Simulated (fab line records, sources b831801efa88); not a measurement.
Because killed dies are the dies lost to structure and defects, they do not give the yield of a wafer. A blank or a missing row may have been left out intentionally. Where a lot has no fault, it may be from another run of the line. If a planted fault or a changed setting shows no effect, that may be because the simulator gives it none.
Which of the tools did it? ; flow gf180mcu ; 42 wafers from 14 lots sampled at 5 of the route's 602 steps

## WHAT THE GAUGES READ, wafer by wafer
GF_POLY_GATE_CD_MEAS_18.
lot;measured;on;cd_nm (nm)
L928;day 9 12:02;cd_sem-02;283.5 280.7 282.8
L929;day 9 17:33;cd_sem-01;280.1 279.8 278.8
L931;day 10 07:33;cd_sem-02;278.1 279.5 279.5
L932;day 10 10:59;cd_sem-02;279.7 280.3 279.4
L933;day 10 15:24;cd_sem-01;278.5 278.8 278.4
L934;day 10 20:39;cd_sem-02;279.6 278.1 279.4
L935;day 11 04:56;cd_sem-02;279.6 279.0 278.6
L936;day 11 15:53;cd_sem-01;280.7 279.5 278.0
L937;day 11 19:25;cd_sem-02;282.5 279.8 279.1
L943;day 13 13:53;cd_sem-01;280.8 281.1 282.9
L945;day 14 03:38;cd_sem-01;278.7 282.5 280.6
L948;day 15 03:47;cd_sem-02;279.9 278.4 279.6
L950;day 15 18:50;cd_sem-01;280.3 281.4 278.4
L951;day 16 09:41;cd_sem-01;278.7 280.0 279.5

GF_HV_LDD_CD_MEAS_19: the cd target is 400 nm.
lot;measured;on;cd_nm (nm)
L928;day 10 22:35;cd_sem-02;400.6 396.5 395.3
L929;day 11 05:40;cd_sem-01;402.3 404.1 402.9
L931;day 11 20:28;cd_sem-02;401.2 402.0 400.7
L932;day 11 23:37;cd_sem-01;366.3 367.5 365.7
L933;day 12 04:10;cd_sem-01;370.6 372.7 372.3
L934;day 12 10:46;cd_sem-02;397.0 400.3 398.7
L935;day 12 18:35;cd_sem-01;368.2 368.9 369.6
L936;day 13 07:23;cd_sem-01;399.6 400.0 398.8
L937;day 13 10:09;cd_sem-01;400.9 398.6 401.1
L943;day 15 07:45;cd_sem-01;400.7 398.1 399.1
L945;day 15 22:19;cd_sem-02;400.3 399.9 400.0
L948;day 17 00:05;cd_sem-02;399.6 400.5 398.9
L950;day 17 17:08;cd_sem-01;399.8 402.4 401.6
L951;day 18 07:49;cd_sem-02;397.5 401.0 399.8

GF_HV_LDD_CD_MEAS_31: the cd target is 400 nm.
lot;measured;on;cd_nm (nm)
L928;day 11 17:15;cd_sem-02;397.7 400.7 400.8
L929;day 12 00:25;cd_sem-01;399.5 401.8 403.7
L931;day 12 15:55;cd_sem-02;406.8 406.9 404.6
L932;day 12 19:03;cd_sem-02;404.8 404.5 402.9
L933;day 12 23:17;cd_sem-01;401.9 402.0 400.6
L934;day 13 06:45;cd_sem-01;395.6 396.9 396.0
L935;day 13 14:18;cd_sem-02;398.6 400.1 400.5
L936;day 14 04:08;cd_sem-02;405.1 403.5 404.1
L937;day 14 06:58;cd_sem-02;404.2 403.6 401.7
L943;day 16 05:54;cd_sem-01;397.0 395.8 394.4
L945;day 16 21:54;cd_sem-02;399.8 398.5 399.7
L948;day 17 23:43;cd_sem-02;398.3 397.4 398.6
L950;day 18 16:18;cd_sem-02;396.6 397.2 398.6
L951;day 19 08:29;cd_sem-02;398.4 400.3 397.4

## WHICH TOOL RAN EACH LOT (tool, then ch and the chambers of the sampled wafers, then the start)
lot;GF_HV_LDD_DEVELOP_18;GF_HV_LDD_STRIP_22
L928;litho_track-04 ch 0, day 10 22:26;plasma_asher-03 ch 0,1, day 10 22:53
L929;litho_track-01 ch 0, day 11 05:32;plasma_asher-03 ch 0,1, day 11 05:58
L931;litho_track-02 ch 0, day 11 20:19;plasma_asher-01 ch 0,1, day 11 20:46
L932;litho_track-02 ch 0, day 11 23:28;plasma_asher-04 ch 0,1, day 11 23:55
L933;litho_track-02 ch 0, day 12 04:01;plasma_asher-04 ch 0,1, day 12 04:28
L934;litho_track-04 ch 0, day 12 10:38;plasma_asher-01 ch 0,1, day 12 11:04
L935;litho_track-02 ch 0, day 12 18:26;plasma_asher-03 ch 0,1, day 12 18:52
L936;litho_track-01 ch 0, day 13 07:15;plasma_asher-03 ch 0,1, day 13 07:41
L937;litho_track-04 ch 0, day 13 10:01;plasma_asher-04 ch 0,1, day 13 10:26
L943;litho_track-01 ch 0, day 15 07:36;plasma_asher-04 ch 0,1, day 15 08:03
L945;litho_track-04 ch 0, day 15 22:11;plasma_asher-03 ch 0,1, day 15 22:37
L948;litho_track-04 ch 0, day 16 23:56;plasma_asher-04 ch 0,1, day 17 00:23
L950;litho_track-02 ch 0, day 17 16:59;plasma_asher-04 ch 0,1, day 17 17:25
L951;litho_track-02 ch 0, day 18 07:40;plasma_asher-03 ch 0,1, day 18 08:07
- GF_HV_LDD_DEVELOP_18: develop time 60 s.
- GF_HV_LDD_STRIP_22: strips in O2/N2.

## WHAT THE TOOLS THEMSELVES READ (means of the sampled wafers that have a number; where no wafer has one, the mark that the record gives instead)
GF_HV_LDD_DEVELOP_18.
lot;tool;developer_temp_C (C)
L928;litho_track-04;22.99
L929;litho_track-01;22.94
L931;litho_track-02;22.96
L932;litho_track-02;22.82
L933;litho_track-02;22.94
L934;litho_track-04;23.01
L935;litho_track-02;22.92
L936;litho_track-01;23.03
L937;litho_track-04;22.86
L943;litho_track-01;23.04
L945;litho_track-04;23.07
L948;litho_track-04;23.10
L950;litho_track-02;22.93
L951;litho_track-02;22.91

GF_HV_LDD_STRIP_22.
lot;tool;drypump_motor_current_A (A);heater_power_w (W);oes_product_au (a.u.);platen_temp_c (C);strip_time_to_endpoint_s (s)
L928;plasma_asher-03;5.0;298;0.716;249.92;12.608
L929;plasma_asher-03;5.1;314;0.714;250.01;12.599
L931;plasma_asher-01;5.7;358;0.713;250.08;12.604
L932;plasma_asher-04;5.7;342;0.712;250.11;12.627
L933;plasma_asher-04;5.6;340;0.714;250.00;12.643
L934;plasma_asher-01;5.6;357;0.716;250.01;12.629
L935;plasma_asher-03;5.0;296;0.714;250.19;12.654
L936;plasma_asher-03;5.0;296;0.719;249.79;12.597
L937;plasma_asher-04;5.6;340;0.716;250.06;12.584
L943;plasma_asher-04;5.7;338;0.721;250.12;12.600
L945;plasma_asher-03;5.1;315;0.717;249.79;12.645
L948;plasma_asher-04;6.0;312;0.714;249.95;12.626
L950;plasma_asher-04;6.0;311;0.718;249.89;12.625
L951;plasma_asher-03;5.0;295;0.715;250.05;12.654

## THE ANSWER, worked out from the rows above alone
Rule: what is usual is taken from the lots themselves. Put in order of their means at a reading, lots are off if they are a third of the lots or fewer, leave a main group of 4 or more, and stand apart from it by a gap of 3 or more times the standard deviation of the main group's means; of several such gaps the widest counts. A main group is skipped when, at the precision printed for the reading in the tables above, its means are all equal. Also off: a lot with no number at a reading for which 4 or more lots have one. All remaining lots with rows at the step are treated as sound. Order of review: gauges by route order, followed by the tools' own readings, for which a lot's mean as printed above is used. The first step at which some lot is off is used, and at that step the reading that is off furthest; a lot without a number counts as furthest.
Off at GF_HV_LDD_CD_MEAS_19 (cd_nm): L932, L933, L935. Main group: mean 400.0 nm, sd 1.4.
A tool fits if, at a process step before that reading, it ran every lot that is off, and no sound lot after the first of them. The gauges at GF_HV_LDD_CD_MEAS_19 are tried like those tools. None of those tried fits.

## WHAT WAS PUT IN BY THE SIMULATOR
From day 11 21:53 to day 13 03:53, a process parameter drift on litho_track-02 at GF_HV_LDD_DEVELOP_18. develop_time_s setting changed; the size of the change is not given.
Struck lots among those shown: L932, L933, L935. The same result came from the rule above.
